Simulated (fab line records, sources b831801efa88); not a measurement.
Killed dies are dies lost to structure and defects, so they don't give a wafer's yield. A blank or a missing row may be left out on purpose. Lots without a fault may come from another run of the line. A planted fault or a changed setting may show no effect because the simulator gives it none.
Which tool did it? | flow sky130 | 24 lots, 72 wafers sampled, at 6 steps of a route of 708

WHAT THE GAUGES READ, wafer by wafer
SKY_SONOS_ONO_THK_MEAS_05. Usual: SONOS_ONO_CVD_04_THK 5.77 nm, standard deviation 0.13.
lot  | measured     | on            | SONOS_ONO_CVD_04_THK (nm) | flag
L074 | day 11 15:50 | film_metro-01 | 5.73 5.65 5.62            |
L075 | day 12 03:03 | film_metro-04 | 5.69 5.75 5.78            |
L076 | day 12 08:57 | film_metro-04 | 5.78 5.80 5.74            |
L077 | day 12 17:53 | film_metro-01 | 5.71 5.70 5.67            |
L078 | day 13 02:50 | film_metro-03 | 5.69 5.86 5.80            |
L079 | day 13 14:11 | film_metro-04 | 5.67 5.80 5.89            |
L080 | day 13 18:44 | film_metro-04 | 5.72 5.80 5.77            |
L081 | day 14 06:31 | film_metro-03 | 6.09 5.99 6.07            |
L082 | day 14 12:17 | film_metro-01 | 5.70 5.64 5.71            |
L083 | day 14 16:28 | film_metro-01 | 5.95 5.90 5.86            |
L084 | day 15 02:53 | film_metro-04 | 6.25 6.14 6.04            |
L085 | day 15 12:24 | film_metro-01 | 5.95 5.79 5.78            |
L086 | day 15 22:29 | film_metro-01 | 5.69 5.63 5.78            |
L087 | day 16 01:51 | film_metro-03 | 5.61 5.63 5.70            |
L088 | day 16 10:00 | film_metro-01 | 5.77 5.73 5.67            |
L089 | day 16 18:24 | film_metro-03 | 5.84 5.71 5.73            |
L090 | day 17 01:01 | film_metro-04 | 5.81 5.84 5.68            |
L091 | day 17 11:15 | film_metro-01 | 5.74 5.73 5.75            |
L092 | day 17 19:28 | film_metro-04 | 5.88 5.81 5.80            |
L093 | day 17 22:42 | film_metro-03 | 5.47 5.71 5.65            |
L094 | day 18 09:52 | film_metro-01 | 5.64 5.72 5.64            |
L095 | day 18 15:41 | film_metro-03 | 5.78 5.75 5.76            |
L096 | day 18 20:17 | film_metro-04 | 5.80 5.75 5.68            |
L097 | day 19 08:29 | film_metro-01 | 5.50 5.66 5.64            |

SKY_POLY_GATE_THK_MEAS_01. Usual: POLY_GATE_CVD_00_THK 179.6 nm, standard deviation 2.1.
lot  | measured     | on            | POLY_GATE_CVD_00_THK (nm) | flag
L074 | day 14 01:28 | film_metro-02 | 181.3 182.4 181.4         |
L075 | day 14 13:22 | film_metro-04 | 179.7 180.3 179.7         |
L076 | day 15 02:34 | film_metro-04 | 182.2 182.8 182.9         |
L077 | day 15 04:58 | film_metro-04 | 179.5 181.1 179.5         |
L078 | day 15 16:36 | film_metro-02 | 175.1 174.0 174.7         |
L079 | day 16 03:40 | film_metro-04 | 176.2 177.1 176.2         |
L080 | day 16 06:41 | film_metro-02 | 180.1 178.1 178.8         |
L081 | day 16 19:47 | film_metro-01 | 178.9 180.4 180.2         |
L082 | day 17 02:44 | film_metro-01 | 180.3 181.2 182.2         |
L083 | day 17 08:41 | film_metro-04 | 178.2 180.5 179.3         |
L084 | day 17 18:43 | film_metro-01 | 176.9 178.3 177.6         |
L085 | day 18 03:12 | film_metro-02 | 179.7 180.0 180.8         |
L086 | day 18 14:42 | film_metro-02 | 178.6 178.2 176.7         |
L087 | day 18 19:37 | film_metro-01 | 179.8 180.6 181.7         |
L088 | day 19 02:30 | film_metro-04 | 180.2 178.4 181.5         |
L089 | day 19 13:04 | film_metro-02 | 181.0 181.1 179.6         |
L090 | day 19 18:25 | film_metro-04 | 182.1 181.1 182.2         |
L091 | day 20 06:30 | film_metro-01 | 181.2 182.0 179.8         |
L092 | day 20 14:35 | film_metro-02 | 175.5 177.6 175.3         |
L093 | day 20 17:37 | film_metro-04 | 181.2 179.5 180.7         |
L094 | day 21 03:19 | film_metro-01 | 178.5 179.8 178.3         |
L095 | day 21 09:27 | film_metro-02 | 181.1 181.8 180.5         |
L096 | day 21 16:16 | film_metro-04 | 178.1 176.6 177.2         |
L097 | day 22 04:22 | film_metro-04 | 183.0 180.1 180.5         |

SKY_SD_P_CD_MEAS_07: target cd 380 nm. Usual: cd_nm 380.6 nm, standard deviation 2.8.
lot  | measured     | on        | cd_nm (nm)        | flag
L074 | day 25 12:22 | cd_sem-01 | 379.2 381.2 378.4 |
L075 | day 26 11:45 | cd_sem-02 | 376.4 375.9 378.6 |
L076 | day 26 15:42 | cd_sem-01 | 377.4 380.9 377.7 |
L077 | day 26 20:07 | cd_sem-02 | 382.6 381.2 379.4 |
L078 | day 27 06:51 | cd_sem-01 | 384.9 384.1 383.8 |
L079 | day 27 17:53 | cd_sem-01 | 383.7 383.2 383.9 |
L080 | day 27 19:43 | cd_sem-01 | 379.2 379.9 375.8 |
L081 | day 28 08:56 | cd_sem-01 | 381.4 380.3 382.1 |
L082 | day 28 21:07 | cd_sem-02 | 379.0 378.0 379.8 |
L083 | day 28 22:37 | cd_sem-01 | 374.7 379.7 374.8 |
L084 | day 29 07:18 | cd_sem-01 | 382.3 385.0 380.0 |
L085 | day 29 17:40 | cd_sem-01 | 379.9 377.8 376.9 |
L086 | day 30 01:31 | cd_sem-01 | 382.4 380.1 382.2 |
L087 | day 30 07:29 | cd_sem-02 | 382.1 384.5 384.9 |
L088 | day 30 14:15 | cd_sem-01 | 381.0 381.3 379.3 |
L089 | day 31 03:50 | cd_sem-01 | 378.6 381.4 381.2 |
L090 | day 31 07:08 | cd_sem-01 | 385.0 383.9 384.1 |
L091 | day 31 14:31 | cd_sem-01 | 377.6 379.0 376.0 |
L092 | day 31 18:55 | cd_sem-01 | 378.3 378.9 378.1 |
L093 | day 31 23:22 | cd_sem-02 | 378.8 381.1 380.3 |
L094 | day 32 07:07 | cd_sem-01 | 383.1 379.5 380.5 |
L095 | day 32 13:42 | cd_sem-01 | 383.7 383.2 380.5 |
L096 | day 32 20:20 | cd_sem-01 | 381.2 381.0 384.9 |
L097 | day 33 05:30 | cd_sem-02 | 381.9 385.1 384.5 |

SKY_SD_N_CD_MEAS_07: target cd 380 nm. Usual: cd_nm 380.8 nm, standard deviation 2.3.
lot  | measured     | on        | cd_nm (nm)        | flag
L074 | day 27 23:31 | cd_sem-01 | 382.1 381.6 381.5 |
L075 | day 28 21:52 | cd_sem-02 | 382.1 380.6 382.4 |
L076 | day 29 02:39 | cd_sem-02 | 378.7 379.7 378.6 |
L077 | day 29 05:23 | cd_sem-02 | 382.9 385.4 380.8 |
L078 | day 29 15:13 | cd_sem-01 | 381.1 381.9 378.5 |
L079 | day 30 02:07 | cd_sem-02 | 380.8 383.2 383.0 |
L080 | day 30 04:40 | cd_sem-01 | 379.5 379.4 379.8 |
L081 | day 30 16:56 | cd_sem-01 | 383.6 384.1 382.7 |
L082 | day 31 05:02 | cd_sem-02 | 381.1 381.0 381.6 |
L083 | day 31 06:12 | cd_sem-02 | 381.1 382.8 380.7 |
L084 | day 31 15:09 | cd_sem-02 | 380.8 380.5 379.1 |
L085 | day 32 01:01 | cd_sem-02 | 378.9 378.4 376.7 |
L086 | day 32 08:50 | cd_sem-01 | 382.2 380.9 381.6 |
L087 | day 32 14:01 | cd_sem-02 | 382.9 380.6 378.3 |
L088 | day 32 21:30 | cd_sem-01 | 379.9 378.4 381.3 |
L089 | day 33 09:56 | cd_sem-01 | 385.9 383.2 385.2 |
L090 | day 33 13:31 | cd_sem-01 | 381.3 383.3 383.3 |
L091 | day 33 20:05 | cd_sem-02 | 384.5 382.6 381.1 |
L092 | day 34 00:30 | cd_sem-02 | 383.2 384.2 380.4 |
L093 | day 34 05:14 | cd_sem-01 | 375.8 375.1 377.8 |
L094 | day 34 12:16 | cd_sem-01 | 376.8 378.2 377.3 |
L095 | day 34 18:56 | cd_sem-02 | 381.7 381.1 381.7 |
L096 | day 35 00:57 | cd_sem-02 | 380.0 378.4 382.2 |
L097 | day 35 09:29 | cd_sem-01 | 377.4 378.4 378.9 |

SKY_SD_N_RS_MEAS_17: measures by four-point-probe. Usual: SD_P_RS 146.7 ohm/sq, standard deviation 0.38.
lot  | measured     | on            | SD_P_RS (ohm/sq)  | flag
L074 | day 28 00:29 | film_metro-04 | 147.0 146.4 146.6 |
L075 | day 28 22:50 | film_metro-04 | 146.7 146.8 146.9 |
L076 | day 29 03:37 | film_metro-02 | 146.4 146.7 146.9 |
L077 | day 29 06:20 | film_metro-01 | 147.1 147.0 147.2 |
L078 | day 29 16:11 | film_metro-02 | 147.2 146.7 147.0 |
L079 | day 30 03:05 | film_metro-02 | 146.1 145.8 146.4 |
L080 | day 30 05:38 | film_metro-04 | 147.0 147.0 147.2 |
L081 | day 30 17:55 | film_metro-01 | 146.9 147.4 147.4 |
L082 | day 31 06:00 | film_metro-02 | 146.7 146.9 146.8 |
L083 | day 31 07:10 | film_metro-04 | 146.2 146.2 146.6 |
L084 | day 31 16:07 | film_metro-04 | 147.3 147.1 147.0 |
L085 | day 32 01:58 | film_metro-04 | 147.0 147.3 147.2 |
L086 | day 32 09:48 | film_metro-02 | 146.9 146.6 146.8 |
L087 | day 32 14:59 | film_metro-04 | 146.7 146.9 146.8 |
L088 | day 32 22:28 | film_metro-01 | 146.7 146.6 146.6 |
L089 | day 33 10:54 | film_metro-01 | 146.7 147.2 146.5 |
L090 | day 33 14:28 | film_metro-02 | 147.0 147.3 146.8 |
L091 | day 33 21:03 | film_metro-04 | 146.5 147.5 147.1 |
L092 | day 34 01:28 | film_metro-01 | 146.2 146.6 146.6 |
L093 | day 34 06:12 | film_metro-01 | 146.7 146.9 146.6 |
L094 | day 34 13:14 | film_metro-02 | 146.1 146.3 145.7 |
L095 | day 34 19:54 | film_metro-04 | 146.0 146.5 146.7 |
L096 | day 35 01:55 | film_metro-04 | 147.0 146.5 146.6 |
L097 | day 35 10:27 | film_metro-02 | 146.4 147.0 147.3 |

WHICH TOOL RAN EACH LOT (tool, then ch and the chambers of the sampled wafers, then the start)
lot  | SKY_VT_ADJUST_HVTP_STRIP_10
L074 | plasma_asher-04 ch 0,1, day 6 03:29
L075 | plasma_asher-04 ch 0,1, day 6 10:00
L076 | plasma_asher-03 ch 0,1, day 6 17:16
L077 | plasma_asher-01 ch 0,1, day 7 01:06
L078 | plasma_asher-01 ch 0,1, day 7 06:49
L079 | plasma_asher-03 ch 1, day 7 15:14
L080 | plasma_asher-01 ch 0,1, day 7 17:49
L081 | plasma_asher-03 ch 0,1, day 8 01:28
L082 | plasma_asher-01 ch 0,1, day 8 06:23
L083 | plasma_asher-03 ch 1, day 8 10:25
L084 | plasma_asher-03 ch 1, day 8 16:31
L085 | plasma_asher-03 ch 0,1, day 9 01:43
L086 | plasma_asher-03 ch 0,1, day 9 08:46
L087 | plasma_asher-01 ch 0, day 9 13:40
L088 | plasma_asher-04 ch 0,1, day 9 20:02
L089 | plasma_asher-01 ch 0,1, day 10 00:16
L090 | plasma_asher-01 ch 0,1, day 10 08:01
L091 | plasma_asher-04 ch 0,1, day 10 17:10
L092 | plasma_asher-03 ch 0,1, day 10 21:37
L093 | plasma_asher-03 ch 0,1, day 11 00:37
L094 | plasma_asher-01 ch 0,1, day 11 09:28
L095 | plasma_asher-04 ch 0,1, day 11 14:31
L096 | plasma_asher-04 ch 0,1, day 11 19:50
L097 | plasma_asher-01 ch 0,1, day 12 03:15
- SKY_VT_ADJUST_HVTP_STRIP_10: strips in O2/N2.

WHAT THE TOOLS THEMSELVES READ (means of the sampled wafers that have a number; where no wafer has one, the mark that the record gives instead)
SKY_VT_ADJUST_HVTP_STRIP_10. Usual: drypump_motor_current_A 5.6 A, standard deviation 0.49; oes_product_au 0.716 a.u., standard deviation 0.0043; strip_time_to_endpoint_s 14.17 s, standard deviation 0.036.
lot  | tool            | drypump_motor_current_A (A) | oes_product_au (a.u.) | strip_time_to_endpoint_s (s) | flag
L074 | plasma_asher-04 | 5.4                         | 0.718                 | 14.20                        |
L075 | plasma_asher-04 | 5.4                         | 0.715                 | 14.20                        |
L076 | plasma_asher-03 | 5.3                         | 0.715                 | 14.20                        |
L077 | plasma_asher-01 | 6.1                         | 0.716                 | 14.16                        |
L078 | plasma_asher-01 | 6.1                         | 0.712                 | 14.17                        |
L079 | plasma_asher-03 | 5.1                         | 0.719                 | 14.14                        |
L080 | plasma_asher-01 | 5.7                         | 0.718                 | 14.14                        |
L081 | plasma_asher-03 | 5.3                         | 0.718                 | 14.20                        |
L082 | plasma_asher-01 | 6.1                         | 0.714                 | 14.16                        |
L083 | plasma_asher-03 | 5.1                         | 0.719                 | 14.19                        |
L084 | plasma_asher-03 | 5.1                         | 0.714                 | 14.14                        |
L085 | plasma_asher-03 | 5.3                         | 0.716                 | 14.15                        |
L086 | plasma_asher-03 | 5.3                         | 0.712                 | 14.22                        |
L087 | plasma_asher-01 | 5.3                         | 0.712                 | 14.19                        |
L088 | plasma_asher-04 | 5.5                         | 0.715                 | 14.10                        |
L089 | plasma_asher-01 | 6.1                         | 0.715                 | 14.13                        |
L090 | plasma_asher-01 | 6.1                         | 0.720                 | 14.14                        |
L091 | plasma_asher-04 | 5.3                         | 0.716                 | 14.16                        |
L092 | plasma_asher-03 | 5.5                         | 0.714                 | 14.19                        |
L093 | plasma_asher-03 | 5.4                         | 0.716                 | 14.14                        |
L094 | plasma_asher-01 | 5.7                         | 0.715                 | 14.20                        |
L095 | plasma_asher-04 | 5.5                         | 0.720                 | 14.17                        |
L096 | plasma_asher-04 | 5.4                         | 0.714                 | 14.18                        |
L097 | plasma_asher-01 | 5.7                         | 0.713                 | 14.14                        |

THE ANSWER, worked out from the rows above alone
Rule: a lot is off if the mean of its wafers that have a number lies more than 3 standard deviations from the usual mean. A lot without any number at a reading at which 4 lots or more have one is off too. The other lots that the step has rows for count as sound. The gauges are gone through in route order, then the tools' own readings, and for those a lot's mean is taken as printed above. The first step at which some lot is off is used, and at that step the reading that is off furthest; a lot without a number counts as furthest.
No lot is off at any reading shown: from this, nothing can be told.

WHAT THE SIMULATOR HAD PUT IN
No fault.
